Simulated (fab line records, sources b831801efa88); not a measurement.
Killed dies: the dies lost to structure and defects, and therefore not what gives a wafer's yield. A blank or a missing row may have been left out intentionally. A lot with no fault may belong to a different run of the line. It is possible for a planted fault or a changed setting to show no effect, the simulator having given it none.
fab line records	flow sky130
[record] lots = 14	wafers = 42	last_day = 50
route steps=708 shown FIELD_ISO@30 PAD_OPEN@708
lots that met no fault: taken from a fault-free run of the same line
start_h: hours from the record's opening day to when the first of the lot's shown wafers began	wait_h: hours since the lot's step before	" identical to the entry in the row above	L1.1+2: a row that stands for several wafers	- no value, or no start given	* or withheld: withheld	< > ~ a bound
route shown NAME@n: NAME is a module with steps in the file, n the number in the route of the first one	usual: mean/standard deviation of fault-free wafers	same: alike in all rows	chamber/n: place in a boat	sites: the reading at each site	_std_site: the values' standard deviation	_edge_site: mean of outer sites minus mean of inner sites	radius_mm: for every site, how far away it sits from the centre of the wafer	mask NAME#n: copy n	behind: the most recent tool/chamber to have shaped the wafer	hold: the reason the lot was held/the length of the hold in hours/how it ended	device: names the non-switching transistor (n, p or np)	end of line: tests run on the same wafers once the route is complete	a step without rows: its recipe alone	killed: count of dies lost to structure and defects at first sort (not the wafer's yield)	map: per-die view of a wafer (x killed, . not killed, _ where there is no die)
set.NAME: the run value of the setting; set.NAME@STEP: its run value at that earlier step	model.NAME: the simulator's own value behind a step, which no gauge read
a sample of lots followed through the steps of the route, with each step as a table and each wafer as a row
[[steps]]
[step SKY_FIELD_ISO_WET_ETCH_29]
[recipe] chemistry = H3PO4	target_depth_nm = 160	target = Si3N4	temp_c = 160	time_s = 1825
[usual] bath_guard_temp_C = 160.1/0.62	bath_heat_duty_pct = 26/3	time_s = 1825/0
lot.wafer	tool	chamber	start_h	wait_h	bath_guard_temp_C	bath_heat_duty_pct	time_s
L470.1	wet_bench-03	2	33.46	0.0	160.9	21	1825
L470.3	"	2	"	"	160.8	22	1825
L470.6	"	2	"	"	160.5	21	1825
L472.1	wet_bench-02	1	46.79	0.0	161.0	26	1825
L472.2	"	1	"	"	160.9	25	1825
L472.5	"	1	"	"	160.7	26	1825
L473.1	wet_bench-02	1	49.78	0.0	160.4	25	1825
L473.2	"	1	"	"	161.0	25	1825
L473.3	"	1	"	"	161.0	25	1825
L474.1	wet_bench-02	0	54.82	0.0	159.5	27	1825
L474.3	"	0	"	"	159.5	28	1825
L474.6	"	0	"	"	159.5	28	1825
L475.3	wet_bench-03	1	59.71	0.0	159.8	23	1825
L475.4	"	1	"	"	159.6	25	1825
L475.5	"	1	"	"	159.7	23	1825
L476.1	wet_bench-03	3	65.51	0.0	159.2	27	1825
L476.2	"	3	"	"	159.5	27	1825
L476.3	"	3	"	"	159.1	27	1825
L477.3	wet_bench-03	1	70.76	0.0	159.8	25	1825
L477.4	"	1	"	"	159.4	25	1825
L477.6	"	1	"	"	159.7	25	1825
L480.1	wet_bench-03	3	86.36	0.0	-	-	-
L480.2	"	3	"	"	-	-	-
L480.6	"	3	"	"	-	-	-
L481.3	wet_bench-02	3	94.69	0.0	-	-	-
L481.5	"	3	"	"	-	-	-
L481.6	"	3	"	"	-	-	-
L485.3	wet_bench-02	2	112.94	0.0	160.9	28	1825
L485.4	"	2	"	"	160.3	28	1825
L485.5	"	2	"	"	160.6	28	1825
L490.2	wet_bench-01	3	137.02	0.0	159.7	23	1825
L490.4	"	3	"	"	159.4	23	1825
L490.5	"	3	"	"	159.4	24	1825
L491.2	wet_bench-02	0	142.01	0.0	159.5	28	1825
L491.4	"	0	"	"	159.5	28	1825
L491.6	"	0	"	"	159.7	27	1825
L492.4	wet_bench-02	2	149.00	0.0	160.4	27	1825
L492.5	"	2	"	"	160.4	26	1825
L492.6	"	2	"	"	160.6	26	1825
L493.1	wet_bench-02	1	155.74	0.0	160.7	25	1825
L493.4	"	1	"	"	161.3	26	1825
L493.5	"	1	"	"	160.5	27	1825
[step SKY_PAD_OPEN_PROBE_99]
[usual] killed_at_M0_to_M3 = 43/6.6	killed_at_M4_up = 3.4/1.8	killed_at_contacts = 24/4.9	killed_at_front_end = 15/4.1	killed_at_other = 0.3/0.55	killed_dies = 85/8.8	killed_on_rim = 17/3.7	killed_open = 46/6.1	killed_short = 39/5.7
[same] gross_dies = 492	killed_at_back_side = 0
lot.wafer	tool	chamber	start_h	wait_h	killed_at_M0_to_M3	killed_at_M4_up	killed_at_contacts	killed_at_front_end	killed_at_other	killed_dies	killed_on_rim	killed_open	killed_short
L476.1	prober-02	-	1119.98	0.1	35	4	23	14	0	76	17	35	40
L476.2	prober-02	-	1120.03	0.1	44	0	26	14	1	85	16	45	40
L476.3	prober-02	-	1120.08	0.2	44	5	25	17	0	91	20	46	42
L480.1	prober-02	-	1139.27	0.1	49	2	21	420	0	492	96	47	39
L480.2	prober-02	-	1139.32	0.1	37	3	18	434	0	492	96	40	29
L480.6	prober-02	-	1139.52	0.2	37	0	29	426	0	492	96	51	30
L481.3	prober-01	-	1145.80	0.2	39	5	35	413	0	492	96	42	48
L481.5	prober-01	-	1145.90	0.2	41	7	35	409	0	492	96	52	42
L481.6	prober-01	-	1145.95	0.2	37	3	38	414	0	492	96	47	39
// killed by level:class
L476.1 CONTACT:geometric_particle:open=11 METAL1:geometric_particle:short=9 VIA2:geometric_particle:open=6 LI_CONTACT:geometric_particle:open=5 FIELD_ISO:geometric_particle:open=4 METAL3:geometric_particle:short=4 METAL4:geometric_particle:short=4 FIELD_ISO:geometric_particle:short=3
L476.2 VIA1:geometric_particle:open=13 CONTACT:geometric_particle:open=11 METAL1:geometric_particle:short=7 CONTACT:geometric_particle:short=5 VIA2:geometric_particle:short=5 VIA2:geometric_particle:open=5 FIELD_ISO:geometric_particle:short=4 LOCAL_INTERCONNECT:geometric_particle:short=4
L476.3 VIA1:geometric_particle:open=14 CONTACT:geometric_particle:short=8 FIELD_ISO:geometric_particle:short=7 FIELD_ISO:geometric_particle:open=6 VIA3:geometric_particle:open=5 CONTACT:geometric_particle:open=5 METAL4:geometric_particle:short=5 LOCAL_INTERCONNECT:geometric_particle:open=4
L480.1 FIELD_ISO:area_etch=406 VIA1:geometric_particle:open=12 METAL1:geometric_particle:short=9 CONTACT:geometric_particle:open=7 VIA3:geometric_particle:open=7 VIA1:geometric_particle:short=6 LI_CONTACT:geometric_particle:open=6 METAL2:geometric_particle:short=4
L480.2 FIELD_ISO:area_etch=423 METAL2:geometric_particle:short=9 VIA1:geometric_particle:open=7 CONTACT:geometric_particle:open=7 LI_CONTACT:geometric_particle:open=6 METAL1:geometric_particle:short=6 VIA2:geometric_particle:open=5 FIELD_ISO:geometric_particle:open=4
L480.6 FIELD_ISO:area_etch=411 CONTACT:geometric_particle:open=12 LI_CONTACT:geometric_particle:open=11 VIA1:geometric_particle:open=10 POLY_GATE:geometric_particle:short=5 METAL3:geometric_particle:short=5 FIELD_ISO:geometric_particle:open=4 METAL1:geometric_particle:open=4
L481.3 FIELD_ISO:area_etch=402 LI_CONTACT:geometric_particle:open=10 CONTACT:geometric_particle:short=7 LOCAL_INTERCONNECT:geometric_particle:short=6 VIA1:geometric_particle:short=6 METAL2:geometric_particle:short=6 VIA3:geometric_particle:open=6 LI_CONTACT:geometric_particle:short=5
L481.5 FIELD_ISO:area_etch=397 CONTACT:geometric_particle:open=10 LI_CONTACT:geometric_particle:open=9 VIA1:geometric_particle:open=7 VIA3:geometric_particle:open=7 CONTACT:geometric_particle:short=6 METAL1:geometric_particle:short=6 VIA2:geometric_particle:open=6
L481.6 FIELD_ISO:area_etch=406 CONTACT:geometric_particle:open=15 LI_CONTACT:geometric_particle:open=10 LOCAL_INTERCONNECT:geometric_particle:short=7 VIA1:geometric_particle:short=7 VIA1:geometric_particle:open=5 METAL2:geometric_particle:open=4 VIA3:geometric_particle:open=4
[[key]]
[first_sign] step = SKY_FIELD_ISO_WET_ETCH_29	reading = tool_record	direction = missing
[effect] step = SKY_PAD_OPEN_PROBE_99	reading = killed_at_front_end	direction = up	sigmas = 99	usual = 15	struck = 419
[more_kills_born_at] SKY_FIELD_ISO_WET_ETCH_29@wet_bench-03 = 1240	SKY_FIELD_ISO_WET_ETCH_29@wet_bench-02 = 1205
met_at SKY_FIELD_ISO_WET_ETCH_29
struck_lots L480,L481
later_rows_left_out L480.1,L480.2,L480.6,L481.3,L481.5,L481.6
tester_left_out L480,L481
onset_between 70.76 86.36
[fault] kind = skipped_step_whole	tool = wet_bench-02,wet_bench-03	chamber = -	onset_h = 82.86	steps = SKY_FIELD_ISO_WET_ETCH_29	scope = struck_lots_only
// tester_left_out: of these lots the tester's yield and bins aren't shown, on N5 and GAA mostly nor the transistor test; their killed dies are dies lost to structure and defects alone, not to doping, threshold or leakage, so they don't give the yield
// later_rows_left_out: the simulator's readings of these wafers behind a module that went badly wrong aren't trusted and aren't shown, but for the sort
